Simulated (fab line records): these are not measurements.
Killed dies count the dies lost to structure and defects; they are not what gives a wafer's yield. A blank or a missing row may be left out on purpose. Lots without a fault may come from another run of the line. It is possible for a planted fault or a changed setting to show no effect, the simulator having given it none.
Which tool did it? + flow gf180mcu + Sampling: 6 lots, 18 wafers, 2 of 602 route steps

WHAT THE GAUGES READ, wafer by wafer
GF_STI_THK_MEAS_04.
| lot  | measured    | on           | STI_CVD_03_THK (nm) |
|------|-------------|--------------|---------------------|
| L176 | day 1 18:34 | filmMetro-01 | 209.2 208.4 207.5   |
| L178 | day 2 04:34 | filmMetro-01 | 206.7 205.9 207.0   |
| L181 | day 2 19:34 | filmMetro-01 | 206.9 207.7 206.2   |
| L184 | day 3 11:26 | filmMetro-03 | 207.4 206.2 205.3   |
| L186 | day 3 23:14 | filmMetro-01 | 81.7 82.4 82.6      |
| L197 | day 6 03:35 | filmMetro-01 | 207.4 208.2 207.3   |

TOOL THAT RAN EACH LOT (tool first, then ch and the chambers of the sampled wafers, then the start)
| lot  | GF_STI_CVD_03              |
|------|----------------------------|
| L176 | lpcvd-02 ch 1, day 1 16:34 |
| L178 | lpcvd-02 ch 1, day 2 02:34 |
| L181 | lpcvd-02 ch 1, day 2 17:34 |
| L184 | lpcvd-02 ch 1, day 3 09:26 |
| L186 | lpcvd-02 ch 0, day 3 21:13 |
| L197 | lpcvd-01 ch 0, day 6 01:34 |
- GF_STI_CVD_03: deposits Si3N4 from DCS/NH3, target thk 207.16 nm, time 3551 s.

THE ANSWER, worked out from the rows above alone
Rule: the lots themselves supply what counts as usual. Put in order of their means at a reading, lots are off if they are a third of the lots or fewer, leave a main group of 4 or more, and stand apart from it by a gap of 3 or more times the standard deviation of the main group's means; of several such gaps the widest counts. A main group is skipped when, at the precision printed for the reading in the tables above, its means are all equal. Also off: a lot with no number at a reading for which 4 or more lots have one. All remaining lots with rows at the step are treated as sound.
Off: at GF_STI_THK_MEAS_04 (STI_CVD_03_THK), L186. Main group: mean 207.2 nm, sd 0.76.
If a tool, at a process step before that reading, ran all the lots that are off and no sound lot after the first of them, it fits. The gauges at GF_STI_THK_MEAS_04 are tried like those tools. One candidate fits, namely lpcvd-02 at GF_STI_CVD_03. Its last sound lot is L184 (day 3 09:26), its first lot that is off L186 (day 3 21:13): a fault that began between those two fits.

WHAT WAS PUT IN BY THE SIMULATOR
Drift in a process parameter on lpcvd-02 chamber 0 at GF_STI_CVD_03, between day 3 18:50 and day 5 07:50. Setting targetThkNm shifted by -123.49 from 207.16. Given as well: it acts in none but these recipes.
Struck lots among those shown: L186. Same finding as the rule above.
